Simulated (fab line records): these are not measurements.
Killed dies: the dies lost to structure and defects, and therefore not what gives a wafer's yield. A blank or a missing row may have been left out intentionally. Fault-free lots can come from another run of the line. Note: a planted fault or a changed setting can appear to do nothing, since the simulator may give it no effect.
A lot that was struck, set against a sound lot + flow gf180mcu + 22 out of 602 route steps
Sound: the wafers L649.1, L649.3, L649.6. Wafers struck: L648.1, L648.2, L648.4. At the end, the cause is stated.
Per side, at each step with rows, come the tool, then ch with its chambers, and then its first start. Under that, the readings that differ: sound wafers + struck wafers + difference of the means + sigmas: that difference in standard deviations of wafers without a fault.
alike: same words and numbers on both sides, and readings whose means sit less than 2 such deviations apart. not compared: any withheld reading, any reading some wafer has no value for, any bound like >300 that may hide the same value, and any number with overlapping values for which the record gives no deviation.
Wherever a step has rows on one side only, a row that says differs or no value, or a row with sigmas, the two part there. Numbers that don't overlap but have no deviation are shown without sigmas and don't part them. Lack of a reading on every wafer of one side parts them only where that side has two or more wafers.

first, 5 steps without rows for these wafers: GF_NWELL_COAT_02 (resist thk 3000 nm); GF_NWELL_SOFTBAKE_03; GF_NWELL_EXPOSE_04 (exposes mask Nwell, target cd 860 nm); GF_NWELL_PEB_05; GF_NWELL_DEVELOP_06 (develop time 60 s).
GF_NWELL_OVL_MEAS_07:
  sound: overlay-01 at day 7 04:35; struck: overlay-01 at day 6 23:50
  alike: NWELL_OVL
then, 2 steps without rows for these wafers: GF_NWELL_IMPLANT_08; GF_NWELL_IMPLANT_09.
GF_NWELL_STRIP_10: strips in O2/N2.
  sound on plasma asher-04 ch 0, day 7 04:55; struck on plasma asher-03 ch 0,1, day 7 00:10
| reading            | sound       | struck      | difference | sigmas |
|--------------------|-------------|-------------|------------|--------|
| heater power w (W) | 349 350 350 | 312 313 322 | -34        | -2     |
  alike: drypump motor current A, o2 flow sccm, oes product au, strip time to endpoint s
  not compared: rf hours counter h
GF_NWELL_TW_MEAS_11:
  sound: film metro-03 at day 7 05:01; struck: film metro-03 at day 7 00:16
  alike: NWELL_TW
then, 2 steps without rows for these wafers: GF_LVPWELL_DEHYDRATE_00 (time 60 s); GF_LVPWELL_HMDS_01 (prime time 60 s).
GF_LVPWELL_COAT_02: resist thk 3000 nm.
  sound on litho track-04 ch 0, day 7 12:08; struck on litho track-01 ch 0, day 7 07:44
| reading                                   | sound          | struck            | difference | sigmas |
|-------------------------------------------|----------------|-------------------|------------|--------|
| model.coat_of_LVPWELL_COAT_02.thk nm (nm) | 2995 3000 3004 | 952.7 953.1 951.5 | -2047.2    |        |
then, 3 steps without rows for these wafers: GF_LVPWELL_SOFTBAKE_03; GF_LVPWELL_EXPOSE_04 (exposes mask LVPWELL, target cd 600 nm); GF_LVPWELL_PEB_05.
GF_LVPWELL_DEVELOP_06: develop time 60 s.
  sound on litho track-03 ch 0; struck on litho track-01 ch 0
| reading                                   | sound          | struck          | difference | sigmas |
|-------------------------------------------|----------------|-----------------|------------|--------|
| model.coat_of_LVPWELL_COAT_02.thk nm (nm) | 2994 2998 3003 | 951.7 952 950.4 | -2047.0    |        |
GF_LVPWELL_OVL_MEAS_07:
  sound: overlay-01 at day 7 19:56; struck: overlay-02 at day 7 15:35
  alike: LVPWELL_OVL
then, 2 steps without rows for these wafers: GF_LVPWELL_IMPLANT_08; GF_LVPWELL_IMPLANT_09.
GF_LVPWELL_STRIP_10: strips in O2/N2.
  sound on plasma asher-01 ch 1, day 7 20:17; struck on plasma asher-02 ch 0,1, day 7 15:55
| reading                      | sound             | struck            | difference | sigmas      |
|------------------------------|-------------------|-------------------|------------|-------------|
| strip time to endpoint s (s) | 36.89 36.96 37.01 | 12.89 12.89 12.85 | -24.08     | -99 or more |
  alike: drypump motor current A, heater power w, o2 flow sccm, oes product au
  not compared: rf hours counter h
GF_LVPWELL_TW_MEAS_11:
  sound: film metro-01 at day 7 20:23; struck: film metro-01 at day 7 16:01
  alike: LVPWELL_TW

## WHERE THEY PART
Last at GF_LVPWELL_STRIP_10 as far as this record goes, first at GF_NWELL_STRIP_10. Later steps at which nothing parts them and some readings are alike: GF_LVPWELL_TW_MEAS_11.

WHY: what had been put in by the simulator
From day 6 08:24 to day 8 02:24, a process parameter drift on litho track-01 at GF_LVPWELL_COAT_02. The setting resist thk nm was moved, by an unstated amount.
